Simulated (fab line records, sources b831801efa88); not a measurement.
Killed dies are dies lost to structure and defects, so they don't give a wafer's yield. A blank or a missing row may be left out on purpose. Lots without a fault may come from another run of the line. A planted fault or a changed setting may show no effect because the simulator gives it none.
Which tool did it? | flow sky130 | 24 lots, 72 wafers sampled, at 6 steps of a route of 708

WHAT THE GAUGES READ, wafer by wafer
SKY_FIELD_ISO_CD_MEAS_13: target cd 150 nm.
lot  | measured    | on        | cd_nm (nm)
L074 | day 2 04:07 | cd_sem-01 | 150.2 150.9 148.3
L075 | day 2 10:19 | cd_sem-02 | 151.5 152.4 150.1
L076 | day 2 15:50 | cd_sem-01 | 151.4 152.3 153.2
L077 | day 2 19:27 | cd_sem-01 | 148.4 149.8 149.1
L078 | day 3 01:42 | cd_sem-01 | 150.2 149.4 148.7
L079 | day 3 05:33 | cd_sem-02 | 153.0 152.3 152.2
L080 | day 3 11:09 | cd_sem-01 | 150.7 150.0 150.6
L081 | day 3 18:23 | cd_sem-01 | 146.3 145.9 147.2
L082 | day 4 01:09 | cd_sem-01 | 150.3 149.0 150.6
L083 | day 4 05:55 | cd_sem-02 | 149.2 149.8 149.6
L084 | day 4 09:38 | cd_sem-01 | 148.0 149.5 150.8
L085 | day 4 14:16 | cd_sem-02 | 149.2 148.2 150.0
L086 | day 4 19:12 | cd_sem-01 | 148.6 148.2 149.5
L087 | day 4 22:14 | cd_sem-02 | 149.3 149.5 148.5
L088 | day 5 04:48 | cd_sem-02 | 148.0 148.7 147.9
L089 | day 5 14:55 | cd_sem-01 | 148.9 149.7 149.8
L090 | day 5 17:46 | cd_sem-01 | 150.6 150.8 151.4
L091 | day 5 23:52 | cd_sem-01 | 149.2 148.4 148.6
L092 | day 6 03:46 | cd_sem-01 | 150.9 151.9 150.7
L093 | day 6 08:32 | cd_sem-02 | 151.4 151.1 149.6
L094 | day 6 13:12 | cd_sem-02 | 148.0 147.2 147.3
L095 | day 6 16:44 | cd_sem-02 | 148.2 147.8 147.7
L096 | day 6 22:37 | cd_sem-02 | 147.3 149.4 148.3
L097 | day 7 02:34 | cd_sem-02 | 148.7 148.2 148.1

SKY_SONOS_ONO_THK_MEAS_03.
lot  | measured     | on            | SONOS_ONO_CVD_02_THK (nm)
L074 | day 11 04:32 | film_metro-01 | 10.34 10.37 10.48
L075 | day 11 11:18 | film_metro-04 | 10.40 10.42 10.53
L076 | day 11 19:52 | film_metro-01 | 10.60 10.55 10.47
L077 | day 12 18:15 | film_metro-02 | 10.56 10.58 10.70
L078 | day 13 01:44 | film_metro-04 | 10.34 10.55 10.50
L079 | day 13 01:44 | film_metro-02 | 10.70 10.51 10.69
L080 | day 13 13:21 | film_metro-01 | 10.68 10.49 10.53
L081 | day 14 01:56 | film_metro-02 | 10.61 10.51 10.53
L082 | day 14 01:56 | film_metro-01 | 10.40 10.30 10.37
L083 | day 14 10:56 | film_metro-01 | 10.37 10.45 10.41
L084 | day 15 02:04 | film_metro-01 | 10.74 10.65 10.46
L085 | day 15 04:54 | film_metro-04 | 10.46 10.38 10.47
L086 | day 15 04:53 | film_metro-02 | 10.45 10.42 10.45
L087 | day 15 17:47 | film_metro-04 | 10.56 10.62 10.48
L088 | day 15 20:38 | film_metro-02 | 10.26 10.35 10.35
L089 | day 16 12:08 | film_metro-04 | 10.83 10.63 10.81
L090 | day 16 21:40 | film_metro-02 | 10.52 10.51 10.49
L091 | day 16 22:43 | film_metro-02 | 10.34 10.53 10.45
L092 | day 18 10:26 | film_metro-01 | 10.63 10.80 10.56
L093 | day 18 06:51 | film_metro-04 | 10.62 10.66 10.63
L094 | day 18 13:16 | film_metro-04 | 10.53 10.57 10.38
L095 | day 18 14:19 | film_metro-04 | 10.73 10.66 10.62
L096 | day 19 02:56 | film_metro-02 | 10.55 10.56 10.59
L097 | day 19 15:35 | film_metro-04 | 10.68 10.57 10.59

SKY_POLY_GATE_THK_MEAS_21.
lot  | measured     | on            | POLY_GATE_OXIDATION_THK (nm)
L074 | day 15 23:22 | film_metro-01 | 4.04 4.04 4.08
L075 | day 16 06:05 | film_metro-03 | 4.11 4.08 4.06
L076 | day 17 00:00 | film_metro-02 | 4.01 3.95 3.98
L077 | day 17 18:53 | film_metro-02 | 4.11 4.07 4.04
L078 | day 18 00:50 | film_metro-03 | 4.17 4.14 4.09
L079 | day 18 04:59 | film_metro-02 | 4.04 3.99 4.09
L080 | day 18 21:41 | film_metro-02 | 3.99 4.05 4.10
L081 | day 19 07:14 | film_metro-03 | 3.98 4.04 4.02
L082 | day 19 09:53 | film_metro-02 | 4.05 3.99 4.02
L083 | day 19 18:19 | film_metro-03 | 4.12 4.05 4.09
L084 | day 20 10:26 | film_metro-02 | 4.10 4.14 4.11
L085 | day 20 16:05 | film_metro-02 | 4.05 4.02 4.07
L086 | day 20 16:08 | film_metro-02 | 4.03 4.06 4.11
L087 | day 21 05:23 | film_metro-02 | 4.00 4.05 3.98
L088 | day 21 06:43 | film_metro-03 | 4.01 4.03 4.07
L089 | day 21 23:12 | film_metro-03 | 3.99 3.92 4.00
L090 | day 22 10:20 | film_metro-01 | 4.10 4.12 4.07
L091 | day 22 12:52 | film_metro-01 | 3.93 3.93 3.92
L092 | day 24 02:14 | film_metro-01 | 3.93 4.02 4.04
L093 | day 23 20:16 | film_metro-02 | 3.94 4.06 3.96
L094 | day 24 02:35 | film_metro-02 | 4.13 4.15 4.16
L095 | day 24 03:56 | film_metro-03 | 4.12 4.07 4.08
L096 | day 24 17:10 | film_metro-02 | 4.07 4.05 4.13
L097 | day 25 07:13 | film_metro-01 | 3.98 3.92 3.97

WHICH TOOL RAN EACH LOT (tool, then ch and the chambers of the sampled wafers, then the start)
lot  | SKY_FIELD_ISO_ETCH_15             | SKY_GATE_OXIDE_STRIP_13              | SKY_POLY_GATE_STRIP_18
L074 | rie_diel-04 ch 1,2,3, day 2 04:16 | plasma_asher-04 ch 0,1, day 13 09:51 | plasma_asher-02 ch 0, day 15 20:53
L075 | rie_diel-03 ch 1,2, day 2 10:28   | plasma_asher-04 ch 0,1, day 13 16:41 | plasma_asher-03 ch 0,1, day 16 04:41
L076 | rie_diel-02 ch 0,1,3, day 2 16:00 | plasma_asher-03 ch 0,1, day 14 04:28 | plasma_asher-02 ch 1, day 16 21:47
L077 | rie_diel-03 ch 0,1,2, day 2 19:36 | plasma_asher-03 ch 0,1, day 15 00:28 | plasma_asher-02 ch 0, day 17 16:38
L078 | rie_diel-02 ch 2,3, day 3 01:52   | plasma_asher-01 ch 0,1, day 15 08:47 | plasma_asher-03 ch 0,1, day 17 23:26
L079 | rie_diel-04 ch 0,2,3, day 3 05:43 | plasma_asher-03 ch 0,1, day 15 09:14 | plasma_asher-04 ch 0,1, day 18 02:47
L080 | rie_diel-03 ch 0,2,3, day 3 11:19 | plasma_asher-03 ch 0,1, day 15 23:50 | plasma_asher-04 ch 0,1, day 18 20:17
L081 | rie_diel-02 ch 0,2,3, day 3 18:33 | plasma_asher-03 ch 0,1, day 16 12:32 | plasma_asher-04 ch 0,1, day 19 05:50
L082 | rie_diel-03 ch 0,2,3, day 4 01:19 | plasma_asher-01 ch 0,1, day 16 12:50 | plasma_asher-03 ch 0,1, day 19 07:50
L083 | rie_diel-02 ch 1,2, day 4 06:03   | plasma_asher-03 ch 0,1, day 16 21:30 | plasma_asher-04 ch 0,1, day 19 16:02
L084 | rie_diel-03 ch 0,2,3, day 4 09:48 | plasma_asher-01 ch 0,1, day 17 14:47 | plasma_asher-04 ch 0,1, day 20 09:02
L085 | rie_diel-02 ch 0,2,3, day 4 14:25 | plasma_asher-04 ch 0,1, day 17 17:41 | plasma_asher-04 ch 0,1, day 20 14:08
L086 | rie_diel-04 ch 1,3, day 4 19:22   | plasma_asher-01 ch 0,1, day 17 17:26 | plasma_asher-02 ch 0,1, day 20 14:20
L087 | rie_diel-04 ch 1,2, day 4 22:24   | plasma_asher-01 ch 0,1, day 18 07:14 | plasma_asher-03 ch 0,1, day 21 03:59
L088 | rie_diel-04 ch 1,2, day 5 04:57   | plasma_asher-01 ch 0,1, day 18 08:53 | plasma_asher-04 ch 0,1, day 21 05:18
L089 | rie_diel-02 ch 0,2,3, day 5 15:04 | plasma_asher-04 ch 0,1, day 19 02:44 | plasma_asher-04 ch 0,1, day 21 21:47
L090 | rie_diel-03 ch 0,2,3, day 5 17:54 | plasma_asher-04 ch 0,1, day 19 13:16 | plasma_asher-02 ch 0,1, day 22 08:01
L091 | rie_diel-03 ch 0,1,3, day 6 00:00 | plasma_asher-03 ch 0,1, day 19 16:13 | plasma_asher-03 ch 0,1, day 22 11:28
L092 | rie_diel-04 ch 1,3, day 6 03:55   | plasma_asher-04 ch 0,1, day 21 04:48 | plasma_asher-02 ch 0,1, day 24 00:50
L093 | rie_diel-03 ch 0,1,3, day 6 08:40 | plasma_asher-04 ch 0,1, day 21 00:13 | plasma_asher-03 ch 0,1, day 23 18:52
L094 | rie_diel-03 ch 0,1,2, day 6 13:22 | plasma_asher-03 ch 0,1, day 21 06:32 | plasma_asher-04 ch 0,1, day 24 01:11
L095 | rie_diel-02 ch 0,1,2, day 6 16:54 | plasma_asher-01 ch 0,1, day 21 08:14 | plasma_asher-03 ch 1, day 24 02:32
L096 | rie_diel-04 ch 0,2,3, day 6 22:45 | plasma_asher-03 ch 0, day 21 20:07   | plasma_asher-03 ch 0, day 24 14:53
L097 | rie_diel-03 ch 0,1,2, day 7 02:40 | plasma_asher-03 ch 0,1, day 22 07:48 | plasma_asher-03 ch 0,1, day 25 05:49
- SKY_FIELD_ISO_ETCH_15: etches the open film in CHF3/O2, stops on Si, target depth 180 nm, time 72 s.
- SKY_GATE_OXIDE_STRIP_13: strips in O2/N2.
- SKY_POLY_GATE_STRIP_18: strips in O2/N2.

WHAT THE TOOLS THEMSELVES READ (means of the sampled wafers that have a number; where no wafer has one, the mark that the record gives instead)
SKY_FIELD_ISO_ETCH_15.
lot  | tool        | drypump_motor_current_A (A) | oes_product_au (a.u.) | throttle_valve_pct (%)
L074 | rie_diel-04 | 5.9                         | 0.931                 | 8.840
L075 | rie_diel-03 | 5.7                         | 0.941                 | 8.835
L076 | rie_diel-02 | 5.9                         | 0.946                 | 8.844
L077 | rie_diel-03 | 6.0                         | 0.935                 | 8.842
L078 | rie_diel-02 | 5.6                         | 0.940                 | 8.843
L079 | rie_diel-04 | 6.0                         | 0.950                 | 8.838
L080 | rie_diel-03 | 6.2                         | 0.937                 | 8.842
L081 | rie_diel-02 | 5.5                         | 0.939                 | 8.841
L082 | rie_diel-03 | 6.2                         | 0.954                 | 8.847
L083 | rie_diel-02 | 5.7                         | 0.941                 | 8.841
L084 | rie_diel-03 | 6.2                         | 0.949                 | 8.848
L085 | rie_diel-02 | 5.5                         | 0.941                 | 8.843
L086 | rie_diel-04 | 5.6                         | 0.952                 | 8.848
L087 | rie_diel-04 | 5.7                         | 0.944                 | 8.841
L088 | rie_diel-04 | 5.7                         | 0.937                 | 8.851
L089 | rie_diel-02 | 5.5                         | 0.937                 | 8.845
L090 | rie_diel-03 | 6.2                         | 0.937                 | 8.848
L091 | rie_diel-03 | 5.9                         | 0.934                 | 8.838
L092 | rie_diel-04 | 5.8                         | 0.935                 | 8.856
L093 | rie_diel-03 | 5.9                         | 0.936                 | 8.849
L094 | rie_diel-03 | 6.0                         | 0.954                 | 8.842
L095 | rie_diel-02 | 5.6                         | 0.935                 | 8.836
L096 | rie_diel-04 | 6.0                         | 0.941                 | 8.857
L097 | rie_diel-03 | 6.0                         | 0.941                 | 8.847

SKY_GATE_OXIDE_STRIP_13.
lot  | tool            | drypump_motor_current_A (A) | oes_product_au (a.u.) | strip_time_to_endpoint_s (s)
L074 | plasma_asher-04 | 6.0                         | 0.716                 | 14.16
L075 | plasma_asher-04 | 6.1                         | 0.716                 | 14.14
L076 | plasma_asher-03 | 5.7                         | 0.712                 | 14.17
L077 | plasma_asher-03 | 5.7                         | 0.721                 | 14.16
L078 | plasma_asher-01 | 6.0                         | 0.717                 | 14.11
L079 | plasma_asher-03 | 5.7                         | 0.718                 | 14.13
L080 | plasma_asher-03 | 5.7                         | 0.713                 | 14.18
L081 | plasma_asher-03 | 5.7                         | 0.714                 | 14.17
L082 | plasma_asher-01 | 5.8                         | 0.716                 | 14.16
L083 | plasma_asher-03 | 5.4                         | 0.713                 | 14.22
L084 | plasma_asher-01 | 5.8                         | 0.713                 | 14.23
L085 | plasma_asher-04 | 6.0                         | 0.713                 | 14.16
L086 | plasma_asher-01 | 6.0                         | 0.717                 | 14.20
L087 | plasma_asher-01 | 5.9                         | 0.717                 | 14.18
L088 | plasma_asher-01 | 6.0                         | 0.713                 | 14.23
L089 | plasma_asher-04 | 6.1                         | 0.713                 | 14.20
L090 | plasma_asher-04 | 6.0                         | 0.717                 | 14.19
L091 | plasma_asher-03 | 5.7                         | 0.715                 | 14.19
L092 | plasma_asher-04 | 6.0                         | 0.714                 | 14.20
L093 | plasma_asher-04 | 6.1                         | 0.716                 | 14.13
L094 | plasma_asher-03 | 5.3                         | 0.718                 | 14.18
L095 | plasma_asher-01 | 6.0                         | 0.714                 | 14.24
L096 | plasma_asher-03 | 5.0                         | 0.712                 | 14.18
L097 | plasma_asher-03 | 5.4                         | 0.721                 | 14.21

SKY_POLY_GATE_STRIP_18.
lot  | tool            | drypump_motor_current_A (A) | oes_product_au (a.u.) | strip_time_to_endpoint_s (s)
L074 | plasma_asher-02 | 6.1                         | 0.361                 | 3.18
L075 | plasma_asher-03 | 5.7                         | 0.362                 | 3.17
L076 | plasma_asher-02 | 5.7                         | 0.360                 | 3.19
L077 | plasma_asher-02 | 6.1                         | 0.362                 | 3.18
L078 | plasma_asher-03 | 5.7                         | 0.365                 | 3.20
L079 | plasma_asher-04 | 6.0                         | 0.364                 | 3.18
L080 | plasma_asher-04 | 5.9                         | 0.361                 | 3.19
L081 | plasma_asher-04 | 6.1                         | 0.362                 | 3.21
L082 | plasma_asher-03 | 5.3                         | 0.359                 | 3.15
L083 | plasma_asher-04 | 6.0                         | 0.360                 | 3.15
L084 | plasma_asher-04 | 6.0                         | 0.359                 | 3.17
L085 | plasma_asher-04 | 5.9                         | 0.355                 | 3.16
L086 | plasma_asher-02 | 5.8                         | 0.359                 | 3.16
L087 | plasma_asher-03 | 5.3                         | 0.354                 | 3.12
L088 | plasma_asher-04 | 6.1                         | 0.364                 | 3.20
L089 | plasma_asher-04 | 6.1                         | 0.359                 | 3.11
L090 | plasma_asher-02 | 6.0                         | 0.367                 | 3.20
L091 | plasma_asher-03 | 5.7                         | 0.359                 | 3.17
L092 | plasma_asher-02 | 5.8                         | 0.356                 | 3.17
L093 | plasma_asher-03 | 5.7                         | 0.363                 | 3.20
L094 | plasma_asher-04 | 6.0                         | 0.362                 | 3.16
L095 | plasma_asher-03 | 6.1                         | 0.357                 | 3.12
L096 | plasma_asher-03 | 5.0                         | 0.357                 | 3.11
L097 | plasma_asher-03 | 5.7                         | 0.360                 | 3.11

THE ANSWER, worked out from the rows above alone
Rule: what is usual is taken from the lots themselves. Put in order of their means at a reading, lots are off if they are a third of the lots or fewer, leave a main group of 4 or more, and stand apart from it by a gap of 3 or more times the standard deviation of the main group's means; of several such gaps the widest counts. A main group whose means are all the same, to the digits that the tables above print for the reading, isn't used. A lot without any number at a reading at which 4 lots or more have one is off too. The other lots that the step has rows for count as sound. The gauges are gone through in route order, then the tools' own readings, and for those a lot's mean is taken as printed above. The first step at which some lot is off is used, and at that step the reading that is off furthest; a lot without a number counts as furthest.
No lot is off at any reading shown: from this, nothing can be told.

WHAT THE SIMULATOR HAD PUT IN
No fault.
